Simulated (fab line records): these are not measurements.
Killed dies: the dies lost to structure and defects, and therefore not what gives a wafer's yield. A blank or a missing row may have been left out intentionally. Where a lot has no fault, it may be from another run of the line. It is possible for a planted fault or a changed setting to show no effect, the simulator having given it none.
fab line records	flow sky130
record lots=14	wafers=42	last_day=50
route steps=708 shown NWELL@78 VT_ADJUST_LVTN@114 GATE_OXIDE@197 LDD_HVN@276
lots that met no fault: taken from a fault-free run of the same line
start_h: hours from the record's opening day to when the first of the lot's shown wafers began	wait_h: time in hours since the lot's previous step	" identical to the entry in the row above	L1.1+2: several wafers, shown together as one row	- no value present, or no start provided	* or withheld: withheld	< > ~ a bound
route shown NAME@n: NAME is a module with steps in the file, n the number in the route of the first one	usual: average and standard deviation across the fault-free wafers	same: alike in all rows	chamber/n: place in a boat	sites: the reading at each site	_std_site: standard deviation across them	_edge_site: mean of outer sites minus mean of inner sites	radius_mm: for every site, how far away it sits from the centre of the wafer	mask NAME#n: copy n	behind: tool/chamber where the wafer was last shaped	hold: cause of the lot's hold/its duration in hours/its outcome	device: which transistor (n, p or np) failed to switch	end of line: the tests these same wafers got at the end of their route	where a step has no rows: the recipe by itself	killed: the dies lost at the first sort to structure and to defects; this is not the yield of the wafer	map: per-die view of a wafer (x killed, . not killed, _ where there is no die)
set.NAME: the setting that was run; set.NAME@STEP: the one run at that earlier step	model.NAME: the simulator's own value behind a step, which no gauge read
one table for each step of the route and one row for each wafer, over a sample of lots
services: a tool's chamber out of use, with start hour (start_h, from the record's first day; less than 0 if before it), hours out, and reason
## steps
# step SKY_NWELL_STRIP_25
# recipe chemistry=O2/N2	power_w=1400	pressure_mtorr=1500	platen_temp_c=withheld	o2_flow_sccm=3000	n2_flow_sccm=300	overash_fraction=0.5
# usual drypump_motor_current_A=5.40/0.23	oes_product_au=0.723/0.0047	strip_time_to_endpoint_s=36.95/0.12
lot.wafer	tool	chamber	start_h	wait_h	drypump_motor_current_A	oes_product_au	rf_hours_counter_h	strip_time_to_endpoint_s
L929.3	plasma_asher-03	1	110.19	0.1	5.35	0.730	-	36.99
L929.5	"	1	"	"	5.36	0.730	-	36.88
L929.6	"	0	"	"	5.00	0.711	-	36.91
L930.1	plasma_asher-03	0	119.15	0.1	5.02	0.725	30	36.77
L930.2	"	1	"	"	5.37	0.732	30	36.89
L930.3	"	0	"	"	5.04	0.721	-	36.86
L931.1	plasma_asher-02	1	121.94	0.1	5.43	0.727	45	37.09
L931.3	"	1	"	"	5.42	0.725	-	37.11
L931.6	"	1	"	"	5.43	0.724	-	37.05
L932.1	plasma_asher-03	1	126.45	0.1	5.36	0.722	31	36.84
L932.2	"	0	"	"	5.02	0.721	31	36.85
L932.6	"	0	"	"	5.04	0.722	-	36.86
L933.1	plasma_asher-02	0	129.94	0.1	5.71	0.725	46	37.09
L933.4	"	1	"	"	5.41	0.727	-	37.06
L933.6	"	0	"	"	5.74	0.722	-	37.04
L934.1	plasma_asher-02	1	138.74	0.1	5.41	0.728	47	36.70
L934.3	"	1	"	"	5.42	0.714	-	36.75
L934.5	"	0	"	"	5.71	0.723	-	36.72
L936.1	plasma_asher-01	1	168.70	0.1	5.67	0.728	5	37.19
L936.4	"	1	"	"	5.70	0.722	-	37.13
L936.5	"	1	"	"	5.67	0.720	-	37.21
L939.2	plasma_asher-03	1	180.55	0.1	5.38	0.726	36	36.89
L939.4	"	0	"	"	5.02	0.709	-	36.92
L939.6	"	0	"	"	5.04	0.722	-	36.92
L941.1	plasma_asher-01	0	199.03	0.1	5.36	0.723	7	37.04
L941.2	"	1	"	"	5.68	0.725	7	36.99
L941.5	"	1	"	"	5.69	0.718	-	37.02
L944.1	plasma_asher-03	0	210.65	0.1	5.02	0.720	39	36.87
L944.3	"	1	"	"	5.35	0.722	-	36.90
L944.4	"	0	"	"	5.05	0.725	-	36.81
L947.2	plasma_asher-01	1	220.58	0.1	5.70	0.720	10	37.04
L947.5	"	0	"	"	5.39	0.713	-	37.14
L947.6	"	1	"	"	5.70	0.727	-	37.05
L948.3	plasma_asher-02	0	231.72	0.1	5.73	0.721	-	36.90
L948.4	"	1	"	"	5.41	0.731	-	36.87
L948.5	"	1	"	"	5.43	0.723	-	36.85
L950.1	plasma_asher-03	1	241.50	0.1	5.39	0.724	42	36.86
L950.3	"	0	"	"	5.03	0.722	-	36.85
L950.4	"	1	"	"	5.38	0.726	-	36.92
L951.1	plasma_asher-02	0	241.65	0.1	5.72	0.732	57	37.07
L951.3	"	0	"	"	5.72	0.726	-	36.87
L951.4	"	1	"	"	5.42	0.713	-	37.07
# step SKY_VT_ADJUST_LVTN_DEVELOP_17
# recipe resist=NOVOLAK	developer=TMAH	develop_time_s=60	dev_temp_c=23
# usual chill_plate_temp_C=22.99/0.11	develop_time_s=60/0
lot.wafer	tool	chamber	start_h	wait_h	chill_plate_temp_C	develop_time_s
L929.3	litho_track-02	0	165.24	0.1	23.02	60
L929.5	"	0	"	"	23.18	60
L929.6	"	0	"	"	23.04	60
L930.1	litho_track-01	0	175.67	0.1	23.12	60
L930.2	"	0	"	"	23.27	60
L930.3	"	0	"	"	23.17	60
L931.1	litho_track-03	0	181.06	0.1	22.81	60
L931.3	"	0	"	"	22.85	60
L931.6	"	0	"	"	22.91	60
L932.1	litho_track-02	0	184.14	0.1	22.94	60
L932.2	"	0	"	"	22.97	60
L932.6	"	0	"	"	23.01	60
L933.1	litho_track-01	0	188.82	0.1	23.15	60
L933.4	"	0	"	"	23.09	60
L933.6	"	0	"	"	23.01	60
L934.1	litho_track-03	0	199.81	0.1	22.85	60
L934.3	"	0	"	"	23.19	60
L934.5	"	0	"	"	23.09	60
L936.1	litho_track-01	0	232.92	0.1	22.92	60
L936.4	"	0	"	"	23.03	60
L936.5	"	0	"	"	22.98	60
L939.2	litho_track-02	0	246.11	0.1	22.93	60
L939.4	"	0	"	"	22.98	60
L939.6	"	0	"	"	23.12	60
L941.1	litho_track-02	-	268.19	0.1	-	-
L941.2	"	-	"	"	-	-
L941.5	"	-	"	"	-	-
L944.1	litho_track-01	-	281.07	0.1	-	-
L944.3	"	-	"	"	-	-
L944.4	"	-	"	"	-	-
L947.2	litho_track-02	0	291.66	0.1	22.84	60
L947.5	"	0	"	"	22.84	60
L947.6	"	0	"	"	23.00	60
L948.3	litho_track-01	0	304.12	0.1	22.85	60
L948.4	"	0	"	"	23.03	60
L948.5	"	0	"	"	22.81	60
L950.1	litho_track-03	0	314.16	0.1	22.84	60
L950.3	"	0	"	"	22.94	60
L950.4	"	0	"	"	22.91	60
L951.1	litho_track-03	0	314.46	0.1	22.98	60
L951.3	"	0	"	"	22.99	60
L951.4	"	0	"	"	23.09	60
# step SKY_GATE_OXIDE_OVL_MEAS_10
# usual GATE_OXIDE_OVL=0.5/1.2
lot.wafer	tool	chamber	start_h	wait_h	GATE_OXIDE_OVL[nm]
L929.3	overlay-02	-	313.18	0.1	-2.4
L929.5	"	-	"	"	-1.6
L929.6	"	-	"	"	0.0
L930.1	overlay-02	-	325.20	0.1	0.4
L930.2	"	-	"	"	0.5
L930.3	"	-	"	"	0.3
L931.1	overlay-02	-	330.59	0.2	-0.9
L931.3	"	-	"	"	1.3
L931.6	"	-	"	"	0.3
L932.1	overlay-02	-	333.56	0.1	1.2
L932.2	"	-	"	"	-0.4
L932.6	"	-	"	"	0.8
L933.1	overlay-02	-	340.47	0.1	0.3
L933.4	"	-	"	"	-1.8
L933.6	"	-	"	"	1.0
L934.1	overlay-02	-	360.95	0.1	3.0
L934.3	"	-	"	"	1.0
L934.5	"	-	"	"	0.2
L936.1	overlay-01	-	401.75	0.1	-1.0
L936.4	"	-	"	"	-0.9
L936.5	"	-	"	"	-0.5
L939.2	overlay-01	-	414.30	0.1	-0.9
L939.4	"	-	"	"	0.2
L939.6	"	-	"	"	-0.2
L941.1	overlay-01	-	441.87	0.1	0.4
L941.2	"	-	"	"	1.9
L941.5	"	-	"	"	1.4
L944.1	overlay-02	-	456.40	0.1	0.0
L944.3	"	-	"	"	0.4
L944.4	"	-	"	"	-1.7
L947.2	overlay-01	-	470.62	0.1	0.4
L947.5	"	-	"	"	1.0
L947.6	"	-	"	"	-1.0
L948.3	overlay-01	-	486.26	0.1	1.3
L948.4	"	-	"	"	1.8
L948.5	"	-	"	"	1.8
L950.1	overlay-02	-	494.55	0.1	1.5
L950.3	"	-	"	"	1.0
L950.4	"	-	"	"	1.5
L951.1	overlay-01	-	498.85	0.1	0.1
L951.3	"	-	"	"	1.1
L951.4	"	-	"	"	0.8
# step SKY_LDD_HVN_STRIP_09
# recipe chemistry=O2/N2	power_w=1400	pressure_mtorr=1500	platen_temp_c=withheld	o2_flow_sccm=3000	n2_flow_sccm=300	overash_fraction=0.5
# usual drypump_motor_current_A=5.34/0.24	oes_product_au=0.409/0.0043	strip_time_to_endpoint_s=4.142/0.014
lot.wafer	tool	chamber	start_h	wait_h	drypump_motor_current_A	oes_product_au	rf_hours_counter_h	strip_time_to_endpoint_s
L929.3	plasma_asher-03	1	471.68	0.1	5.35	0.407	-	4.160
L929.5	"	0	"	"	5.04	0.413	-	4.153
L929.6	"	1	"	"	5.36	0.409	-	4.155
L930.1	plasma_asher-01	1	482.64	0.1	5.68	0.405	35	4.128
L930.2	"	0	"	"	5.36	0.413	35	4.127
L930.3	"	0	"	"	5.34	0.408	-	4.155
L931.1	plasma_asher-01	0	487.24	0.1	5.35	0.402	35	4.137
L931.3	"	0	"	"	5.34	0.415	-	4.142
L931.6	"	1	"	"	5.71	0.408	-	4.148
L932.1	plasma_asher-02	0	493.49	0.1	5.68	0.408	6	4.129
L932.2	"	1	"	"	5.42	0.407	6	4.108
L932.6	"	0	"	"	5.66	0.412	-	4.124
L933.1	plasma_asher-01	0	501.32	0.1	5.32	0.401	37	4.133
L933.4	"	1	"	"	5.72	0.409	-	4.126
L933.6	"	1	"	"	5.69	0.413	-	4.137
L934.1	plasma_asher-02	1	520.74	0.1	5.43	0.417	10	4.141
L934.3	"	0	"	"	5.69	0.416	-	4.136
L934.5	"	0	"	"	5.64	0.413	-	4.145
L936.1	plasma_asher-01	1	561.80	0.1	5.70	0.409	44	4.153
L936.4	"	1	"	"	5.69	0.409	-	4.134
L936.5	"	0	"	"	5.36	0.413	-	4.159
L939.2	plasma_asher-03	1	574.23	0.1	5.40	0.414	72	4.161
L939.4	"	1	"	"	5.37	0.411	-	4.154
L939.6	"	0	"	"	5.02	0.408	-	4.153
L941.1	plasma_asher-01	0	601.28	0.1	5.38	0.411	48	4.146
L941.2	"	1	"	"	5.68	0.414	48	4.150
L941.5	"	1	"	"	5.70	0.406	-	4.146
L944.1	plasma_asher-03	1	614.18	0.1	5.41	0.410	77	4.137
L944.3	"	0	"	"	5.02	0.401	-	4.148
L944.4	"	1	"	"	5.39	0.413	-	4.153
L947.2	plasma_asher-02	0	627.98	0.1	5.68	0.410	22	4.143
L947.5	"	1	"	"	5.43	0.401	-	4.137
L947.6	"	0	"	"	5.65	0.405	-	4.127
L948.3	plasma_asher-03	0	643.67	0.1	5.02	0.404	-	4.140
L948.4	"	1	"	"	5.38	0.407	-	4.134
L948.5	"	1	"	"	5.38	0.407	-	4.143
L950.1	plasma_asher-03	0	652.48	0.1	5.01	0.403	82	4.140
L950.3	"	1	"	"	5.31	0.407	-	4.157
L950.4	"	0	"	"	5.04	0.408	-	4.130
L951.1	plasma_asher-03	0	656.38	0.1	5.02	0.417	82	4.148
L951.3	"	1	"	"	5.34	0.413	-	4.156
L951.4	"	0	"	"	5.02	0.410	-	4.136
## services
tool	chamber	start_h	hours	kind
plasma_asher-01	-	108.75	9.0	pm
plasma_asher-01	0	108.75	9.7	vent_cycle
plasma_asher-01	1	108.75	9.7	vent_cycle
plasma_asher-01	-	114.63	3.8	repair
plasma_asher-01	0	117.75	-	clean
plasma_asher-01	1	117.75	-	clean
plasma_asher-02	-	229.67	0.4	repair
plasma_asher-01	-	239.68	2.9	repair
plasma_asher-02	-	275.73	4.3	pm
plasma_asher-02	-	280.06	2.8	pm
plasma_asher-01	-	311.28	14.6	pm
plasma_asher-02	-	344.40	9.3	repair
plasma_asher-02	-	354.22	0.6	repair
plasma_asher-02	-	421.25	9.0	pm
plasma_asher-02	0	421.25	9.0	vent_cycle
plasma_asher-02	1	421.25	9.0	vent_cycle
plasma_asher-02	0	430.25	-	clean
plasma_asher-02	1	430.25	-	clean
plasma_asher-02	-	446.54	0.3	repair
plasma_asher-03	-	487.27	28.1	pm
plasma_asher-02	-	576.68	1.1	repair
plasma_asher-01	-	604.29	109.0	repair
litho_track-02	-	626.52	-	consumable_replace:filter
plasma_asher-03	-	649.88	0.6	repair
## key
first_sign step=SKY_VT_ADJUST_LVTN_DEVELOP_17	reading=tool_record	direction=missing
effect none on later readings
met_at SKY_VT_ADJUST_LVTN_DEVELOP_17
struck_lots L941,L944
sort_left_out L941.1,L941.2,L941.5,L944.1,L944.3,L944.4
tester_left_out L941,L944
not_acting_at SKY_NWELL_STRIP_25,SKY_GATE_OXIDE_OVL_MEAS_10,SKY_LDD_HVN_STRIP_09
onset_between 246.11 268.19
fault kind=skipped_step_whole	tool=litho_track-01,litho_track-02	chamber=-	onset_h=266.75	steps=SKY_VT_ADJUST_LVTN_DEVELOP_17	scope=struck_lots_only
# tester_left_out: of these lots the tester's yield and bins aren't shown, on N5 and GAA mostly nor the transistor test; their killed dies are dies lost to structure and defects alone, not to doping, threshold or leakage, so they don't give the yield
# sort_left_out: the simulated sort isn't trusted on such a fault, so these wafers' sort isn't shown, and their yield isn't known
